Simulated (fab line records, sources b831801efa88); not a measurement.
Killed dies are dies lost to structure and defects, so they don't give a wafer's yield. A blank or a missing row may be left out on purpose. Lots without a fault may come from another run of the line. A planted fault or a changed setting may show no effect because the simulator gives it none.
fab line records | flow gf180mcu
record lots=5 wafers=15 last_day=34
route steps=602 shown M1@322 V1@335
lots that met no fault: from a run of the same line without faults
start_h: hours from the record's first day to the start of the lot's first wafer shown | wait_h: hours since the lot's step before | " the same as in the row above | L1.1+2: a row that stands for several wafers | - no value, or no start given | * or withheld: withheld | < > ~ a bound
route shown NAME@n: a module of which the file shows steps, and the number in the route of the first | usual: mean/standard deviation of fault-free wafers | same: alike in all rows | chamber/n: place in a boat | sites: the reading at each site | _std_site: their standard deviation | _edge_site: outer sites' mean less inner sites' | radius_mm: how far each site lies from the wafer's centre | mask NAME#n: copy n | behind: the tool/chamber that last shaped the wafer | hold: why the lot was held/for how many hours/how that ended | device: the transistor (n, p or np) that didn't switch | end of line: the same wafers' tests at the end of the route | a step without rows: its recipe alone | killed: dies lost to structure and defects at the first sort, not the wafer's yield | map: a wafer's dies, x killed, . not, _ none there
set.NAME: the setting as run; set.NAME@STEP: as run at that earlier step | model.NAME: the simulator's own value behind a step, which no gauge read
lots at some steps of the route; a table a step, a row a wafer
services: from which hour (start_h, from the record's first day; less than 0 if before it) a tool's chamber was out of use, for how many hours, and why
## steps
# step GF_M1_DEHYDRATE_07
# recipe temp_c=200 time_s=60
# columns lot.wafer tool chamber start_h wait_h
L080.3+5+6 litho_track-02 0 424.50 11.4
L090.3+4+6 litho_track-01 0 522.92 11.2
L092.3+4+5 litho_track-02 0 535.85 10.7
L094.2+5+6 litho_track-01 0 549.70 10.8
L096.3+5+6 litho_track-01 0 560.27 10.4
# step GF_M1_HMDS_08
# recipe prime_time_s=60 prime_temp_c=120
# columns lot.wafer tool chamber start_h wait_h
L080.3+5+6 litho_track-02 0 424.65 0.1
L090.3+4+6 litho_track-01 0 523.07 0.1
L092.3+4+5 litho_track-02 0 536.00 0.1
L094.2+5+6 litho_track-01 0 549.85 0.1
L096.3+5+6 litho_track-01 0 560.42 0.1
# step GF_M1_COAT_09
# recipe resist=KrF spin_rpm=withheld resist_thk_nm=1000
# columns lot.wafer tool chamber start_h wait_h
L080.3+5+6 litho_track-02 0 424.80 0.1
L090.3+4+6 litho_track-01 0 523.22 0.1
L092.3+4+5 litho_track-02 0 536.15 0.1
L094.2+5+6 litho_track-01 0 550.00 0.1
L096.3+5+6 litho_track-01 0 560.57 0.1
# step GF_M1_SOFTBAKE_10
# recipe temp_c=130 time_s=60 resist=KrF
# columns lot.wafer tool chamber start_h wait_h
L080.3+5+6 litho_track-02 0 424.95 0.1
L090.3+4+6 litho_track-01 0 523.37 0.1
L092.3+4+5 litho_track-02 0 536.30 0.1
L094.2+5+6 litho_track-01 0 550.15 0.1
L096.3+5+6 litho_track-01 0 560.72 0.1
# step GF_M1_EXPOSE_11
# recipe mask_id=Metal1 target_cd_nm=230 na=0.68 source_shape=conventional sigma_outer=0.6 dose_mj=27.79
# usual exposure_dose_mJ_cm2=28.00/0.03
# columns lot.wafer tool chamber start_h wait_h mask exposure_dose_mJ_cm2
L080.3 krf_scanner-01 0 - - Metal1#0 27.99
L080.5 " 0 " " Metal1#0 27.98
L080.6 " 0 " " Metal1#0 27.97
L090.3 krf_scanner-02 0 - - Metal1#0 27.95
L090.4 " 0 " " Metal1#0 27.94
L090.6 " 0 " " Metal1#0 27.94
L092.3 krf_scanner-01 0 - - Metal1#0 28.03
L092.4 " 0 " " Metal1#0 28.01
L092.5 " 0 " " Metal1#0 27.98
L094.2 krf_scanner-02 0 - - Metal1#0 27.95
L094.5 " 0 " " Metal1#0 27.94
L094.6 " 0 " " Metal1#0 27.98
L096.3 krf_scanner-02 0 - - Metal1#0 28.07
L096.5 " 0 " " Metal1#0 28.05
L096.6 " 0 " " Metal1#0 28.02
# step GF_M1_PEB_12
# recipe peb_temp_c=135 peb_time_s=90 resist=KrF
# columns lot.wafer tool chamber start_h wait_h
L080.3+5+6 litho_track-03 0 - -
L090.3+4+6 litho_track-01 0 - -
L092.3+4+5 litho_track-01 0 - -
L094.2+5+6 litho_track-01 0 - -
L096.3+5+6 litho_track-02 0 - -
# step GF_M1_DEVELOP_13
# recipe develop_time_s=60 dev_temp_c=21
# columns lot.wafer tool chamber start_h wait_h
L080.3+5+6 litho_track-03 0 437.05 0.1
L090.3+4+6 litho_track-01 0 534.82 0.1
L092.3+4+5 litho_track-01 0 547.77 0.1
L094.2+5+6 litho_track-01 0 561.05 0.2
L096.3+5+6 litho_track-02 0 571.60 0.1
# step GF_M1_CD_MEAS_14
# recipe target_cd_nm=230
# usual cd_nm=230.0/1.1
# columns lot.wafer tool chamber start_h wait_h cd_nm
L080.3 cd_sem-01 - 437.19 0.1 231.1
L080.5 " - " " 231.4
L080.6 " - " " 232.4
L090.3 cd_sem-02 - 534.96 0.1 230.5
L090.4 " - " " 228.6
L090.6 " - " " 229.5
L092.3 cd_sem-02 - 547.91 0.1 229.5
L092.4 " - " " 229.0
L092.5 " - " " 228.3
L094.2 cd_sem-02 - 562.70 1.6 232.8
L094.5 " - " " 231.7
L094.6 " - " " 231.4
L096.3 cd_sem-02 - 571.74 0.1 230.0
L096.5 " - " " 229.7
L096.6 " - " " 230.8
# step GF_M1_OVL_MEAS_15
# usual M1_OVL=-2/5.3
# columns lot.wafer tool chamber start_h wait_h M1_OVL[nm]
L080.3 overlay-01 - 437.28 0.1 -5
L080.5 " - " " -2
L080.6 " - " " -3
L090.3 overlay-01 - 535.05 0.1 1
L090.4 " - " " -4
L090.6 " - " " 3
L092.3 overlay-02 - 548.00 0.1 -13
L092.4 " - " " -9
L092.5 " - " " -11
L094.2 overlay-01 - 562.81 0.1 1
L094.5 " - " " 0
L094.6 " - " " -3
L096.3 overlay-02 - 571.83 0.1 1
L096.5 " - " " 3
L096.6 " - " " 5
# step GF_M1_METAL_ETCH_16
# recipe chemistry=Cl2/BCl3 mask_material=KrF target_depth_nm=750.8 stop_on=SiO2 pressure_mtorr=8 icp_w=800 bias_w=140 Cl2_flow_sccm=80 bcl3_flow_sccm=40 time_s=125.1
# usual bias_w=140.0/0.41 drypump_motor_current_A=6.0/0.44 mfc_cl2_sccm=79.98/0.21 oes_product_au=0.989/0.0064 rf_fwd_power_W=795.7/2.8 throttle_valve_pct=28.230/0.011
# columns lot.wafer tool chamber start_h wait_h bias_w drypump_motor_current_A mfc_cl2_sccm oes_product_au rf_fwd_power_W rf_hours_counter_h throttle_valve_pct
L080.3 rie_metal-02 1 437.35 0.1 139.8 6.6 79.77 0.987 795.9 - 28.219
L080.5 " 1 " " 139.2 6.5 79.81 0.992 793.0 - 28.230
L080.6 " 0 " " 140.6 6.0 80.03 1.003 793.9 - 28.220
L090.3 rie_metal-03 1 535.12 0.1 140.3 5.3 80.11 0.978 787.3 - 28.245
L090.4 " 0 " " 139.6 6.5 79.86 0.978 799.8 - 28.254
L090.6 " 0 " " 140.6 6.5 80.04 0.972 796.8 - 28.249
L092.3 rie_metal-03 0 548.07 0.1 139.9 6.5 79.59 0.988 802.6 - 28.238
L092.4 " 1 " " 140.4 5.3 80.04 0.985 792.7 - 28.257
L092.5 " 1 " " 140.5 5.3 80.21 0.991 796.4 - 28.222
L094.2 rie_metal-02 0 562.84 0.0 140.2 6.0 79.83 0.990 794.7 7 28.235
L094.5 " 0 " " 140.4 6.0 79.89 0.996 797.7 - 28.220
L094.6 " 1 " " 140.2 6.6 79.72 0.978 796.3 - 28.242
L096.3 rie_metal-02 1 571.90 0.1 140.3 6.5 79.96 0.985 795.4 - 28.239
L096.5 " 1 " " 140.0 6.5 79.85 0.981 794.9 - 28.241
L096.6 " 0 " " 140.3 5.9 80.02 0.990 792.7 - 28.232
# step GF_M1_STRIP_17
# recipe chemistry=O2/N2 power_w=1400 pressure_mtorr=1500 platen_temp_c=250 o2_flow_sccm=3000 n2_flow_sccm=300 overash_fraction=0.5
# usual drypump_motor_current_A=5.5/0.34 heater_power_w=324/26 oes_product_au=0.539/0.0055 strip_time_to_endpoint_s=7.40/0.064
# columns lot.wafer tool chamber start_h wait_h drypump_motor_current_A heater_power_w oes_product_au rf_hours_counter_h strip_time_to_endpoint_s
L080.3 plasma_asher-01 1 437.47 0.1 5.8 358 0.535 - 7.41
L080.5 " 0 " " 5.8 304 0.542 - 7.46
L080.6 " 1 " " 5.8 365 0.530 - 7.34
L090.3 plasma_asher-01 0 535.24 0.1 5.8 311 0.543 - 7.48
L090.4 " 1 " " 5.8 369 0.546 - 7.52
L090.6 " 0 " " 5.7 308 0.550 - 7.50
L092.3 plasma_asher-02 1 548.19 0.1 5.1 307 0.541 - 7.40
L092.4 " 0 " " 5.4 286 0.538 - 7.43
L092.5 " 1 " " 5.1 314 0.537 - 7.39
L094.2 plasma_asher-03 0 562.97 0.1 6.1 362 0.544 97 7.45
L094.5 " 0 " " 6.1 362 0.527 - 7.39
L094.6 " 1 " " 5.3 329 0.543 - 7.48
L096.3 plasma_asher-02 0 572.02 0.1 5.4 287 0.546 - 7.52
L096.5 " 0 " " 5.4 284 0.543 - 7.48
L096.6 " 1 " " 5.2 308 0.546 - 7.46
# step GF_M1_STRIP_18
# recipe chemistry=post_etch_residue_remover time_s=1200 temp_c=72.5
# columns lot.wafer tool chamber start_h wait_h
L080.3+5+6 wet_bench-02 0 437.54 0.0
L090.3+4+6 wet_bench-02 3 535.31 0.0
L092.3+4+5 wet_bench-02 1 548.26 0.0
L094.2+5+6 wet_bench-02 2 563.07 0.1
L096.3+5+6 wet_bench-04 3 572.09 0.0
# step GF_M1_CLEAN_19
# recipe chemistry=DIW dry=n2_spin
# columns lot.wafer tool chamber start_h wait_h
L080.3+5+6 wet_bench-04 0 437.88 0.0
L090.3+4+6 wet_bench-01 3 535.65 0.0
L092.3+4+5 wet_bench-04 0 548.60 0.0
L094.2+5+6 wet_bench-02 1 563.41 0.0
L096.3+5+6 wet_bench-02 1 572.43 0.0
# step GF_V1_CVD_00
# recipe material=SiO2 target_thk_nm=600 sigma_open_frac=0.3 temp_c=400 time_s=100 sih4_flow_sccm=60 pressure_mtorr=6
# columns lot.wafer tool chamber start_h wait_h
L080.3+5+6 hdpcvd-01 2,2,1 437.99 0.0
L090.3+4+6 hdpcvd-01 1,0,2 535.74 0.0
L092.3+4+5 hdpcvd-02 1,2,0 548.69 0.0
L094.2+5+6 hdpcvd-01 0,0,2 563.50 0.0
L096.3+5+6 hdpcvd-01 2,1,2 572.52 0.0
# step GF_V1_THK_MEAS_01
# recipe reads=SiO2_of_V1_CVD_00
# usual V1_CVD_00_THK=596/7
# columns lot.wafer tool chamber start_h wait_h V1_CVD_00_THK[nm]
L080.3 film_metro-03 - 438.08 0.1 599
L080.5 " - " " 600
L080.6 " - " " 595
L090.3 film_metro-02 - 535.83 0.1 599
L090.4 " - " " 602
L090.6 " - " " 593
L092.3 film_metro-04 - 548.78 0.1 586
L092.4 " - " " 586
L092.5 " - " " 596
L094.2 film_metro-02 - 563.59 0.0 590
L094.5 " - " " 589
L094.6 " - " " 589
L096.3 film_metro-03 - 572.61 0.1 600
L096.5 " - " " 597
L096.6 " - " " 604
# step GF_V1_CVD_02
# recipe material=SiO2 target_thk_nm=850 precursor=TEOS temp_c=400 time_s=94.851 rf_w=600
# usual heater_power_w=671/100 rf_fwd_power_W=596.7/2
# columns lot.wafer tool chamber start_h wait_h heater_power_w rf_fwd_power_W
L080.3 pecvd-01 0 438.12 0.0 680 598.2
L080.5 " 2 " " 635 595.4
L080.6 " 1 " " 870 598.2
L090.3 pecvd-04 1 535.87 0.0 653 597.6
L090.4 " 2 " " 509 597.2
L090.6 " 1 " " 690 595.2
L092.3 pecvd-01 0 548.82 0.0 636 597.2
L092.4 " 1 " " 832 595.9
L092.5 " 2 " " 625 594.6
L094.2 pecvd-01 0 563.64 0.0 716 595.4
L094.5 " 2 " " 553 596.1
L094.6 " 1 " " 683 596.5
L096.3 pecvd-01 2 572.65 0.0 676 594.1
L096.5 " 0 " " 576 597.2
L096.6 " 1 " " 710 596.5
# step GF_V1_THK_MEAS_03
# recipe reads=SiO2_of_V1_CVD_02
# usual V1_CVD_02_THK=851/12
# columns lot.wafer tool chamber start_h wait_h V1_CVD_02_THK[nm]
L080.3 film_metro-03 - 438.21 0.1 856
L080.5 " - " " 861
L080.6 " - " " 871
L090.3 film_metro-03 - 535.96 0.1 838
L090.4 " - " " 856
L090.6 " - " " 859
L092.3 film_metro-03 - 548.91 0.1 845
L092.4 " - " " 856
L092.5 " - " " 861
L094.2 film_metro-02 - 563.71 0.0 848
L094.5 " - " " 862
L094.6 " - " " 856
L096.3 film_metro-02 - 572.74 0.1 856
L096.5 " - " " 862
L096.6 " - " " 861
# step GF_V1_CMP_04
# recipe material=SiO2 down_force_psi=4 platen_rpm=60 pad_velocity_m_s=0.94248
# usual motor_current_A=11.8/0.94 time_to_endpoint_s=81/5.2
# columns lot.wafer tool chamber start_h wait_h motor_current_A time_to_endpoint_s
L080.3 cmp-02 3 438.35 0.1 11.9 84
L080.6 " 1 " " 11.8 92
L080.5 " 2 " " 11.2 84
L090.3 cmp-01 3 536.00 0.0 12.6 80
L090.4 " 2 " " 10.1 84
L090.6 " 3 " " 13.7 87
L092.3 cmp-02 3 549.05 0.1 12.2 76
L092.4 " 0 " " 13.3 78
L092.5 " 2 " " 10.8 82
L094.2 cmp-02 3 564.10 0.4 11.6 84
L094.5 " 0 " " 12.0 85
L094.6 " 1 " " 10.8 86
L096.3 cmp-01 2 572.78 0.0 9.9 82
L096.5 " 2 " " 10.3 86
L096.6 " 3 " " 13.1 84
# step GF_V1_BOW_MEAS_05
# recipe mode=bow
# usual V1_BOW=84/8
# columns lot.wafer tool chamber start_h wait_h V1_BOW[um]
L080.3 film_metro-03 - 438.59 0.2 87
L080.5 " - " " 98
L080.6 " - " " 92
L090.3 film_metro-04 - 536.34 0.3 89
L090.4 " - " " 77
L090.6 " - " " 80
L092.3 film_metro-04 - 549.29 0.2 73
L092.4 " - " " 77
L092.5 " - " " 86
L094.2 film_metro-04 - 564.27 0.1 97
L094.5 " - " " 100
L094.6 " - " " 88
L096.3 film_metro-02 - 573.12 0.3 80
L096.5 " - " " 75
L096.6 " - " " 75
# step GF_V1_DEHYDRATE_06
# recipe temp_c=200 time_s=60
# columns lot.wafer tool chamber start_h wait_h
L080.3+5+6 litho_track-03 0 450.45 11.8
L090.3+4+6 litho_track-04 0 547.30 10.9
L092.3+4+5 litho_track-03 0 559.40 10.1
L094.2+5+6 litho_track-03 0 574.02 9.7
L096.3+5+6 litho_track-04 0 583.70 10.6
# step GF_V1_HMDS_07
# recipe prime_time_s=60 prime_temp_c=120
# columns lot.wafer tool chamber start_h wait_h
L080.3+5+6 litho_track-03 0 450.60 0.1
L090.3+4+6 litho_track-04 0 547.45 0.1
L092.3+4+5 litho_track-03 0 559.55 0.1
L094.2+5+6 litho_track-03 0 574.17 0.1
L096.3+5+6 litho_track-04 0 583.85 0.1
# step GF_V1_COAT_08
# recipe resist=BARC temp_c=withheld time_s=withheld spin_rpm=withheld resist_thk_nm=withheld
# columns lot.wafer tool chamber start_h wait_h
L080.3+5+6 litho_track-03 0 450.75 0.1
L090.3+4+6 litho_track-04 0 547.60 0.1
L092.3+4+5 litho_track-03 0 559.70 0.1
L094.2+5+6 litho_track-03 0 574.32 0.1
L096.3+5+6 litho_track-04 0 584.00 0.1
# step GF_V1_COAT_09
# recipe resist=KrF spin_rpm=withheld resist_thk_nm=1000
# columns lot.wafer tool chamber start_h wait_h
L080.3+5+6 litho_track-03 0 - -
L090.3+4+6 litho_track-04 0 - -
L092.3+4+5 litho_track-03 0 - -
L094.2+5+6 litho_track-03 0 - -
L096.3+5+6 litho_track-04 0 - -
# step GF_V1_SOFTBAKE_10
# recipe temp_c=130 time_s=60 resist=KrF
# columns lot.wafer tool chamber start_h wait_h
L080.3+5+6 litho_track-03 0 - -
L090.3+4+6 litho_track-04 0 - -
L092.3+4+5 litho_track-03 0 - -
L094.2+5+6 litho_track-03 0 - -
L096.3+5+6 litho_track-04 0 - -
# step GF_V1_EXPOSE_11
# recipe mask_id=Via1 target_cd_nm=260 na=0.68 source_shape=conventional sigma_outer=0.6 dose_mj=38
# usual exposure_dose_mJ_cm2=38.01/0.038
# columns lot.wafer tool chamber start_h wait_h mask exposure_dose_mJ_cm2
L080.3 krf_scanner-02 0 - - Via1#0 37.99
L080.5 " 0 " " Via1#0 38.00
L080.6 " 0 " " Via1#0 38.03
L090.3 krf_scanner-02 0 - - Via1#0 38.05
L090.4 " 0 " " Via1#0 38.10
L090.6 " 0 " " Via1#0 38.05
L092.3 krf_scanner-02 0 - - Via1#0 38.05
L092.4 " 0 " " Via1#0 38.07
L092.5 " 0 " " Via1#0 38.08
L094.2 krf_scanner-02 0 - - Via1#0 38.04
L094.5 " 0 " " Via1#0 38.05
L094.6 " 0 " " Via1#0 38.01
L096.3 krf_scanner-02 0 - - Via1#0 37.97
L096.5 " 0 " " Via1#0 37.98
L096.6 " 0 " " Via1#0 37.95
# step GF_V1_PEB_12
# recipe peb_temp_c=135 peb_time_s=90 resist=KrF
# columns lot.wafer tool chamber start_h wait_h
L080.3+5+6 litho_track-03 0 - -
L090.3+4+6 litho_track-03 0 - -
L092.3+4+5 litho_track-04 0 - -
L094.2+5+6 litho_track-03 0 - -
L096.3+5+6 litho_track-04 0 - -
# step GF_V1_DEVELOP_13
# recipe develop_time_s=60 resist=KrF dev_temp_c=21
# columns lot.wafer tool chamber start_h wait_h
L080.3+5+6 litho_track-03 0 462.45 0.1
L090.3+4+6 litho_track-03 0 558.95 0.1
L092.3+4+5 litho_track-04 0 570.35 0.1
L094.2+5+6 litho_track-03 0 585.47 0.2
L096.3+5+6 litho_track-04 0 594.55 0.1
# step GF_V1_CD_MEAS_14
# recipe target_cd_nm=260
# usual cd_nm=259.7/1.1
# columns lot.wafer tool chamber start_h wait_h cd_nm
L080.3 cd_sem-01 - 462.59 0.1 259.5
L080.5 " - " " 259.8
L080.6 " - " " 260.3
L090.3 cd_sem-02 - 559.09 0.1 258.4
L090.4 " - " " 257.2
L090.6 " - " " 256.4
L092.3 cd_sem-02 - 570.49 0.1 259.3
L092.4 " - " " 259.9
L092.5 " - " " 260.3
L094.2 cd_sem-02 - 585.62 0.1 259.2
L094.5 " - " " 261.3
L094.6 " - " " 260.5
L096.3 cd_sem-02 - 594.69 0.1 259.0
L096.5 " - " " 259.5
L096.6 " - " " 260.2
# step GF_V1_OVL_MEAS_15
# usual V1_OVL=3/5.9
# columns lot.wafer tool chamber start_h wait_h V1_OVL[nm]
L080.3 overlay-02 - 462.68 0.1 1
L080.5 " - " " 0
L080.6 " - " " 2
L090.3 overlay-02 - 559.18 0.1 4
L090.4 " - " " 11
L090.6 " - " " 2
L092.3 overlay-01 - 570.58 0.1 -4
L092.4 " - " " 0
L092.5 " - " " -2
L094.2 overlay-01 - 585.72 0.1 9
L094.5 " - " " 0
L094.6 " - " " 8
L096.3 overlay-02 - 594.78 0.1 10
L096.5 " - " " 4
L096.6 " - " " 11
# step GF_V1_ETCH_16
# recipe chemistry=N2/H2 target_depth_a=withheld overetch_a=withheld time_s=withheld target=BARC ion_energy_ev=200 source_w=500 bias_w=100 pressure_mtorr=30 n2_flow_sccm=100 h2_flow_sccm=200
# usual bias_w=99.99/0.29 drypump_motor_current_A=5.7/0.38 oes_product_au=0.854/0.0051 rf_fwd_power_W=494.5/2.4 throttle_valve_pct=13.225/0.0094
# columns lot.wafer tool chamber start_h wait_h bias_w drypump_motor_current_A oes_product_au rf_fwd_power_W throttle_valve_pct
L080.3 rie_diel-01 0 462.71 0.0 100.02 5.9 0.856 497.5 13.233
L080.5 " 0 " " 99.63 5.9 0.859 497.0 13.228
L080.6 " 2 " " 100.22 6.2 0.854 493.6 13.224
L090.3 rie_diel-01 3 559.20 0.0 100.10 5.6 0.863 495.7 13.235
L090.4 " 0 " " 100.26 5.8 0.848 496.6 13.219
L090.6 " 0 " " 100.44 5.8 0.856 494.6 13.220
L092.3 rie_diel-04 0 570.61 0.0 100.57 5.9 0.845 493.9 13.219
L092.4 " 2 " " 99.92 4.9 0.855 496.7 13.227
L092.5 " 1 " " 99.91 5.9 0.855 494.6 13.227
L094.2 rie_diel-04 1 585.75 0.0 100.00 5.9 0.847 491.2 13.225
L094.5 " 0 " " 99.53 5.9 0.854 496.6 13.200
L094.6 " 3 " " 99.84 5.8 0.864 491.4 13.219
L096.3 rie_diel-01 3 594.81 0.0 99.90 5.6 0.853 498.0 13.231
L096.5 " 2 " " 99.47 6.2 0.855 489.3 13.224
L096.6 " 1 " " 99.93 5.0 0.857 495.7 13.230
# step GF_V1_ETCH_17
# recipe chemistry=C4F8/O2/Ar mask_material=KrF target=SiO2 stop_on=TiN source_w=1500 bias_w=1200 pressure_mtorr=40 c4f8_flow_sccm=withheld O2_flow_sccm=6 Ar_flow_sccm=300 time_s=withheld target_depth_a=6300
# usual bias_w=1200/3.5 oes_product_au=0.855/0.0045 rf_fwd_power_W=1492/4.9
# columns lot.wafer tool chamber start_h wait_h bias_w oes_product_au rf_fwd_power_W
L080.3 rie_diel-01 0 - - 1203 0.860 1495
L080.5 " 0 " " 1202 0.861 1496
L080.6 " 2 " " 1198 0.862 1490
L090.3 rie_diel-01 3 - - 1195 0.865 1501
L090.4 " 0 " " 1198 0.857 1485
L090.6 " 0 " " 1203 0.855 1488
L092.3 rie_diel-04 0 - - 1196 0.854 1490
L092.4 " 2 " " 1201 0.857 1495
L092.5 " 1 " " 1199 0.859 1495
L094.2 rie_diel-04 1 - - 1198 0.861 1488
L094.5 " 0 " " 1193 0.849 1494
L094.6 " 3 " " 1203 0.854 1494
L096.3 rie_diel-01 3 - - 1197 0.852 1497
L096.5 " 2 " " 1196 0.843 1485
L096.6 " 1 " " 1191 0.852 1484
# step GF_V1_STRIP_18
# recipe chemistry=O2/N2 power_w=1400 pressure_mtorr=1555 platen_temp_c=250 o2_flow_sccm=3000 n2_flow_sccm=300 overash_fraction=0.5
# usual drypump_motor_current_A=5.8/0.35 heater_power_w=325/24 oes_product_au=0.593/0.0046
# columns lot.wafer tool chamber start_h wait_h drypump_motor_current_A heater_power_w oes_product_au rf_hours_counter_h
L080.3 plasma_asher-01 0 462.87 - 5.8 313 0.589 -
L080.5 " 1 " " 5.8 363 0.591 -
L080.6 " 0 " " 5.8 303 0.596 -
L090.3 plasma_asher-04 1 559.37 - 6.2 324 0.597 -
L090.4 " 0 " " 6.3 329 0.597 -
L090.6 " 0 " " 6.2 331 0.593 -
L092.3 plasma_asher-01 1 570.77 - 5.8 352 0.592 -
L092.4 " 0 " " 5.8 302 0.590 -
L092.5 " 0 " " 5.8 308 0.599 -
L094.2 plasma_asher-02 0 585.88 - 5.4 296 0.595 49
L094.5 " 1 " " 5.2 327 0.587 -
L094.6 " 0 " " 5.4 294 0.585 -
L096.3 plasma_asher-02 1 594.97 - 5.2 322 0.584 -
L096.5 " 1 " " 5.2 315 0.594 -
L096.6 " 0 " " 5.4 280 0.593 -
# step GF_V1_STRIP_19
# recipe chemistry=post_etch_residue_remover time_s=1200 temp_c=72.5
# columns lot.wafer tool chamber start_h wait_h
L080.3+5+6 wet_bench-04 0 462.93 0.0
L090.3+4+6 wet_bench-04 0 559.43 0.0
L092.3+4+5 wet_bench-02 1 570.84 0.0
L094.2+5+6 wet_bench-02 0 585.98 0.1
L096.3+5+6 wet_bench-03 2 595.04 0.0
# step GF_V1_CLEAN_20
# recipe chemistry=DIW dry=n2_spin
# columns lot.wafer tool chamber start_h wait_h
L080.3+5+6 wet_bench-03 1 463.28 0.0
L090.3+4+6 wet_bench-02 3 559.81 0.0
L092.3+4+5 wet_bench-04 2 571.18 0.0
L094.2+5+6 wet_bench-04 3 586.33 0.0
L096.3+5+6 wet_bench-04 0 595.38 0.0
# step GF_V1_SPUTTER_21
# recipe material=Ti target_thk_nm=15 chamber_pressure_pa=5 power_w=2500 substrate_temp_c=200 time_s=80.02
# usual substrate_temp_c=200.01/0.15 throttle_valve_pct=29.6/1.3
# columns lot.wafer tool chamber start_h wait_h substrate_temp_c throttle_valve_pct
L080.3 pvd_sputter-01 - 463.38 0.0 200.04 31.2
L080.5 " - " " 199.98 28.3
L080.6 " - " " 199.85 29.1
L090.3 pvd_sputter-01 - 559.90 0.0 200.18 29.5
L090.4 " - " " 200.12 31.3
L090.6 " - " " 200.01 28.8
L092.3 pvd_sputter-01 - 571.27 0.0 200.12 28.4
L092.4 " - " " 199.91 28.3
L092.5 " - " " 200.06 28.5
L094.2 pvd_sputter-01 - 586.42 0.0 200.01 28.6
L094.5 " - " " 200.17 29.1
L094.6 " - " " 200.13 28.1
L096.3 pvd_sputter-01 - 595.47 0.0 200.06 28.2
L096.5 " - " " 200.17 28.3
L096.6 " - " " 200.06 28.9
# step GF_V1_SPUTTER_22
# recipe material=TiN target_thk_nm=10 chamber_pressure_pa=5 power_w=4000 time_s=40
# usual throttle_valve_pct=29.6/1.3
# columns lot.wafer tool chamber start_h wait_h throttle_valve_pct
L080.3 pvd_sputter-01 - 463.44 0.0 31.4
L080.5 " - " " 28.5
L080.6 " - " " 28.8
L090.3 pvd_sputter-01 - 559.96 0.0 29.0
L090.4 " - " " 31.4
L090.6 " - " " 28.1
L092.3 pvd_sputter-01 - 571.33 0.0 28.0
L092.4 " - " " 28.2
L092.5 " - " " 28.4
L094.2 pvd_sputter-01 - 586.48 0.0 28.5
L094.5 " - " " 29.1
L094.6 " - " " 28.6
L096.3 pvd_sputter-01 - 595.53 0.0 28.5
L096.5 " - " " 28.5
L096.6 " - " " 28.9
# step GF_V1_CVD_23
# recipe material=W target_thk_nm=350 time_s=105.05 temp_c=400 pressure_torr=40
# usual heater_power_w=951/93
# columns lot.wafer tool chamber start_h wait_h heater_power_w
L080.3 cvd_w-02 0 463.51 0.1 962
L080.5 " 0 " " 963
L080.6 " 1 " " 1042
L090.3 cvd_w-02 0 560.04 0.1 956
L090.4 " 1 " " 1035
L090.6 " 0 " " 967
L092.3 cvd_w-01 0 571.41 0.1 996
L092.4 " 1 " " 783
L092.5 " 0 " " 1015
L094.2 cvd_w-02 1 586.52 0.0 1036
L094.5 " 1 " " 1051
L094.6 " 0 " " 969
L096.3 cvd_w-02 1 595.61 0.1 1051
L096.5 " 0 " " 970
L096.6 " 1 " " 1033
# step GF_V1_RS_MEAS_24
# recipe thk_meas_gauge=four-point-probe reads=W_of_V1_CVD_23+TiN_of_V1_SPUTTER_22+Ti_of_V1_SPUTTER_21
# usual V1_W_RS=0.327/0.003
# columns lot.wafer tool chamber start_h wait_h V1_W_RS[ohm/sq]
L080.3 film_metro-03 - 463.63 0.1 0.325
L080.5 " - " " 0.325
L080.6 " - " " 0.327
L090.3 film_metro-03 - 560.15 0.1 0.327
L090.4 " - " " 0.332
L090.6 " - " " 0.326
L092.3 film_metro-04 - 571.52 0.1 0.325
L092.4 " - " " 0.329
L092.5 " - " " 0.324
L094.2 film_metro-03 - 586.65 0.1 0.328
L094.5 " - " " 0.330
L094.6 " - " " 0.325
L096.3 film_metro-04 - 595.72 0.1 0.323
L096.5 " - " " 0.323
L096.6 " - " " 0.321
# step GF_V1_THK_MEAS_25
# recipe thk_meas_gauge=xrf reads=W_of_V1_CVD_23
# usual V1_W_THK=351/3.8
# columns lot.wafer tool chamber start_h wait_h V1_W_THK[nm]
L080.3 film_metro-03 - 463.73 0.1 352
L080.5 " - " " 350
L080.6 " - " " 347
L090.3 film_metro-03 - 560.25 0.1 349
L090.4 " - " " 343
L090.6 " - " " 351
L092.3 film_metro-04 - 571.62 0.1 352
L092.4 " - " " 348
L092.5 " - " " 355
L094.2 film_metro-03 - 586.76 0.1 349
L094.5 " - " " 349
L094.6 " - " " 350
L096.3 film_metro-04 - 595.82 0.1 359
L096.5 " - " " 354
L096.6 " - " " 358
# step GF_V1_CMP_26
# recipe stop_on=SiO2 down_force_psi=3.5 platen_rpm=60 t_overpolish_s=15 target_thk_nm=0 pad_velocity_m_s=0.94248
# usual motor_current_A=10.7/0.98 overpolish_run_s=15.001/0.01 time_to_endpoint_s=85/3.3
# same t_overpolish_s=15
# columns lot.wafer tool chamber start_h wait_h motor_current_A overpolish_run_s time_to_endpoint_s
L080.3 cmp-01 2 463.82 0.1 9.4 15.011 90
L080.5 " 1 " " 10.2 14.974 90
L080.6 " 2 " " 9.8 14.987 90
L090.3 cmp-01 0 560.29 0.0 11.4 14.992 84
L090.4 " 2 " " 10.0 14.988 86
L090.6 " 0 " " 11.1 14.999 85
L092.3 cmp-01 3 571.66 0.0 12.3 14.998 88
L092.4 " 2 " " 9.9 14.999 87
L092.5 " 0 " " 10.1 15.003 82
L094.2 cmp-01 3 586.91 0.1 12.0 15.002 87
L094.6 " 1 " " 10.3 15.006 88
L094.5 " 2 " " 9.6 14.988 90
L096.3 cmp-02 3 595.86 0.0 10.8 15.003 88
L096.5 " 3 " " 10.8 15.008 90
L096.6 " 0 " " 12.1 15.009 86
## services
# columns tool chamber start_h hours kind
cmp-01 - 406.50 4.0 pm
pvd_sputter-01 - 414.42 2.7 repair
rie_diel-04 2 422.01 11.7 repair
krf_scanner-02 - 426.55 1.3 pm
cmp-02 - 446.01 3.3 repair
rie_diel-01 - 447.16 0.6 repair
pecvd-01 - 448.98 14.6 pm
hdpcvd-01 1 460.22 22.0 repair
krf_scanner-02 - 461.20 0.8 pm
krf_scanner-02 - 467.23 1.0 pm
cmp-01 - 476.99 5.2 pm
wet_bench-02 - 479.93 1.9 pm
rie_diel-04 1 485.37 8.4 repair
cmp-02 - 485.46 2.9 repair
cmp-01 - 485.75 0.3 repair
pecvd-01 0 489.24 13.2 repair
plasma_asher-02 - 493.62 14.6 pm
cmp-01 - 502.60 2.2 repair
rie_diel-04 2 509.18 1.7 repair
cmp-02 - 516.12 5.5 pm
krf_scanner-02 - 523.30 0.5 repair
hdpcvd-01 - 539.25 15.0 pm
cmp-01 - 561.73 6.2 pm
rie_diel-01 1 564.11 15.4 repair
## key
fault none
